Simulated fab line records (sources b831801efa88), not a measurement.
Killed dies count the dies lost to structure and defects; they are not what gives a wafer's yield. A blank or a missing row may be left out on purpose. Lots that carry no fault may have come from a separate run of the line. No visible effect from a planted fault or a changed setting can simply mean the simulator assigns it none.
One fault through the eyes of 2 desks || flow sky130 || each desk holds nothing but its own numbers, with what lay behind them at the end

== AT THE METROLOGY DESK ==
Lot by lot, what the gauges showed, no matter which tool ran the lot: averages of those sampled wafers that carry a number. A lot is out of limits, marked OUT, if its mean lies more than 4 standard deviations from the usual mean; the brackets give that distance.
Columns: A = cd-nm at SKY_METAL4_CD_MEAS_13, usual 300.1 nm; B = METAL4_OVL at SKY_METAL4_OVL_MEAS_14, usual 1 nm
{"lot": "L258", "first seen here": "day 42 17:41", "A": 301.1, "B": -1}
{"lot": "L260", "first seen here": "day 43 05:55", "A": 300.5, "B": 2}
{"lot": "L262", "first seen here": "day 44 00:31", "A": 300.9, "B": 5}
{"lot": "L263", "first seen here": "day 44 12:01", "A": 298.0, "B": -1}
{"lot": "L274", "first seen here": "day 47 04:13", "A": 298.5, "B": 12}
{"lot": "L276", "first seen here": "day 48 06:29", "A": 299.5, "B": -1}
{"lot": "L278", "first seen here": "day 48 07:06", "A": 300.9, "B": -3}
This desk's finding: nothing out of limits on any of the 7 lots.

== FOR THE TOOL OWNER'S DESK: rie-metal-01 ==
The tool's own readings at SKY_METAL4_ETCH_16 (etches BARC in N2/H2, stops on SiO2, time 88.2 s, target depth 60 nm): means of the sampled wafers that have a number, for each lot that ran on this tool. A lot is out of limits, marked OUT, if its mean lies more than 4 standard deviations from the usual mean; the brackets give that distance.
Columns: A = drypump-motor-current-A at SKY_METAL4_ETCH_16, usual 5.7 A; B = h2-flow-sccm at SKY_METAL4_ETCH_16, usual 200.0 sccm; C = oes-product-au at SKY_METAL4_ETCH_16, usual 0.625 a.u.; D = rf-fwd-power-W at SKY_METAL4_ETCH_16, usual 497.0 W; E = throttle-valve-pct at SKY_METAL4_ETCH_16, usual 13.205 %
{"lot": "L258", "first seen here": "day 42 17:51", "A": 5.8, "B": 199.8, "C": 0.629, "D": 498.8, "E": 13.213}
{"lot": "L260", "first seen here": "day 43 06:06", "A": 5.7, "B": 199.5, "C": 0.625, "D": 498.2, "E": 13.201}
{"lot": "L262", "first seen here": "day 44 00:42", "A": 5.8, "B": 200.0, "C": 0.622, "D": 498.3, "E": 13.196}
{"lot": "L263", "first seen here": "day 44 12:12", "A": 5.8, "B": 199.9, "C": 0.619, "D": 497.5, "E": 13.203}
{"lot": "L276", "first seen here": "day 48 06:40", "A": 5.8, "B": 199.7, "C": 0.624, "D": 497.5, "E": 13.204}
This desk's finding: nothing out of limits on any of the 5 lots.

== TAKEN TOGETHER ==
Metrology desk: nothing out of limits seen.
The tool owner's desk saw nothing out of limits.

== WHAT HAD BEEN PUT IN BY THE SIMULATOR ==
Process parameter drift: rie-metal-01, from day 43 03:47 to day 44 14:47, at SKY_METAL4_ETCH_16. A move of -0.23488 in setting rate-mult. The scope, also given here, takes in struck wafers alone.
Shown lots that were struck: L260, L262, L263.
